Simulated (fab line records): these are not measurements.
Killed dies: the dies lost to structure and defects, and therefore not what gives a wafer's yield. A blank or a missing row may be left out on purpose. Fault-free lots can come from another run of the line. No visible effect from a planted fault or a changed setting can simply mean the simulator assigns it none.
A struck lot beside a sound one / flow sky130 / 43 steps out of a route of 708
Sound: wafers L804.3, L804.5, L804.6. Struck: wafer L826.3 (left out: L826.1, L826.2 of the same lot, which were not struck); the cause appears at the end.
At each step with rows: each side's tool, then ch and its chambers, then its first start. Under that, the readings that differ: sound wafers / struck wafers / difference of the means / sigmas: that difference in standard deviations of wafers without a fault.
alike: same words and numbers on both sides, and readings whose means sit less than 2 such deviations apart. not compared: any withheld reading, any reading some wafer has no value for, any bound like >300 that may hide the same value, and any number with overlapping values for which the record gives no deviation.
The two part at a step that has a row with sigmas, a row that says differs or no value, or rows on one side only. Numbers that don't overlap but have no deviation are shown without sigmas and don't part them. Lack of a reading on every wafer of one side parts them only where that side has two or more wafers.

SKY_VIA3_ETCH_15: etches SiO2 in C4F8/O2/Ar, stops on TiN, target depth 507 nm, time 78 s.
  sound on rieDiel-02 ch 1,3, day 40 11:03; struck on rieDiel-01 ch 1, day 45 21:22
  alike: oesProductAu
  not compared: rfHoursCounterH
then, 6 steps without rows for these wafers: SKY_VIA3_STRIP_16 (strips in O2/N2); SKY_VIA3_STRIP_17 (strips in post etch residue remover, time 1200 s); SKY_VIA3_CLEAN_18 (cleans in IPA, time 180 s); SKY_VIA3_CLEAN_19 (cleans in O3/DIW); SKY_VIA3_SPUTTER_20 (material TiN, target thk 20 nm, time 80 s); SKY_VIA3_CVD_21 (deposits W, target thk 390 nm, time 117.31 s).
SKY_VIA3_RS_MEAS_22: a four-point-probe measurement.
  struck on filmMetro-01, day 45 22:12; sound on filmMetro-01, day 40 11:58
reading=VIA3_W_RS (ohm/sq); sound=0.282 0.286 0.283; struck=0.296; difference=+0.012; sigmas=+3
SKY_VIA3_THK_MEAS_23: measures by xrf.
  struck on filmMetro-01, day 45 22:19; sound on filmMetro-01, day 40 12:04
reading=VIA3_W_THK (nm); sound=396 390 392; struck=379; difference=-14; sigmas=-2
SKY_VIA3_CMP_24: polishes, stops on SiO2, t overpolish 20 s, target thk 0 nm.
  sound on cmp-01 ch 0,2,3, day 40 12:16; struck on cmp-02 ch 0, day 45 22:23
  alike: motorCurrentA, overpolishRunS, timeToEndpointS
SKY_METAL4_SPUTTER_00: material Ti, target thk 15 nm, time 10 s.
  struck on pvdSputter-04, day 45 22:41; sound on pvdSputter-04, day 40 12:25
  alike: throttleValvePct
then, 1 step without rows for these wafers: SKY_METAL4_SPUTTER_01 (material TiN, target thk 20 nm, time 16.7 s).
SKY_METAL4_SPUTTER_02: material AlCu, target thk 735 nm, time 39.1 s.
  struck on pvdSputter-04, day 45 22:44; sound on pvdSputter-04, day 40 12:27
reading=model.AlCu_of_METAL4_SPUTTER_02.thkNm (nm); sound=740.3 726.4 738.5; struck=1084; difference=+349; sigmas=
  alike: throttleValvePct
then, 2 steps without rows for these wafers: SKY_METAL4_SPUTTER_03 (material Ti, target thk 5 nm, time 3.3 s); SKY_METAL4_SPUTTER_04 (material TiN, target thk 70 nm, time 58.3 s).
SKY_CAP2M_CVD_00: deposits SiO2, target thk 15.5 nm.
  sound on pecvd-04 ch 0,2, day 40 12:34; struck on pecvd-03 ch 0, day 45 22:50
reading=heaterPowerW (W); sound=939 966 735; struck=593; difference=-287; sigmas=-2
SKY_CAP2M_THK_MEAS_01:
  struck on filmMetro-04, day 45 22:52; sound on filmMetro-02, day 40 12:36
  alike: CAP2M_CVD_00_THK
then, 1 step without rows for these wafers: SKY_CAP2M_SPUTTER_02 (material TiN, target thk 200 nm, time 166.7 s).
SKY_CAP2M_RS_MEAS_03: a four-point-probe measurement.
  struck on filmMetro-01, day 45 23:01; sound on filmMetro-04, day 40 12:47
  alike: CAP2M_TIN_RS
SKY_CAP2M_THK_MEAS_04: measures by xrf.
  struck on filmMetro-01, day 45 23:08; sound on filmMetro-04, day 40 12:53
  alike: CAP2M_TIN_THK
then, 7 steps without rows for these wafers: SKY_CAP2M_DEHYDRATE_05 (time 60 s); SKY_CAP2M_HMDS_06 (prime time 60 s); SKY_CAP2M_COAT_07 (resist thk 1140 nm); SKY_CAP2M_SOFTBAKE_08 (time 60 s); SKY_CAP2M_EXPOSE_09 (exposes mask CAP2M, target cd 1000 nm); SKY_CAP2M_PEB_10; SKY_CAP2M_DEVELOP_11 (develop time 60 s).
SKY_CAP2M_OVL_MEAS_12:
  struck on overlay-02, day 46 20:18; sound on overlay-01, day 41 12:35
  alike: CAP2M_OVL
then, 1 step without rows for these wafers: SKY_CAP2M_METAL_ETCH_13 (etches TiN in Cl2/BCl3, stops on SiO2, target depth 220 nm, time 62.9 s).
SKY_CAP2M_STRIP_14: strips in O2/N2.
  sound on plasmaAsher-03 ch 0,1, day 41 12:44; struck on plasmaAsher-01 ch 1, day 46 20:25
  alike: drypumpMotorCurrentA, oesProductAu, stripTimeToEndpointS
  not compared: rfHoursCounterH
then, 11 steps without rows for these wafers: SKY_CAP2M_STRIP_15 (strips in post etch residue remover, time 1200 s); SKY_CAP2M_CLEAN_16 (cleans in IPA, time 180 s); SKY_CAP2M_CLEAN_17 (cleans in O3/DIW); SKY_METAL4_DEHYDRATE_05 (time 60 s); SKY_METAL4_HMDS_06 (prime time 60 s); SKY_METAL4_COAT_07 (resist thk 60 nm); SKY_METAL4_COAT_08 (resist thk 1140 nm); SKY_METAL4_SOFTBAKE_09 (time 90 s); SKY_METAL4_EXPOSE_10 (exposes mask MM4, target cd 300 nm); SKY_METAL4_PEB_11; SKY_METAL4_DEVELOP_12 (develop time 60 s).
SKY_METAL4_CD_MEAS_13 targets a cd of 300 nm.
  struck on cdSem-01, day 47 17:20; sound on cdSem-02, day 42 13:01
  alike: cdNm
SKY_METAL4_METAL_ETCH_18: etches the open film in Cl2/BCl3, stops on SiO2, target depth 845 nm, time 183.1 s.
  sound on rieMetal-03 ch 0,1, day 42 13:20; struck on rieMetal-01 ch 0, day 47 17:38
reading=oesProductAu (a.u.); sound=0.875 0.855 0.863; struck=1.007; difference=+0.143; sigmas=+24
  alike: drypumpMotorCurrentA, throttleValvePct
  not compared: rfHoursCounterH

WHERE THEY PART
Last at SKY_METAL4_METAL_ETCH_18 as far as this record goes, first at SKY_VIA3_RS_MEAS_22.

WHY: what the simulator had put in
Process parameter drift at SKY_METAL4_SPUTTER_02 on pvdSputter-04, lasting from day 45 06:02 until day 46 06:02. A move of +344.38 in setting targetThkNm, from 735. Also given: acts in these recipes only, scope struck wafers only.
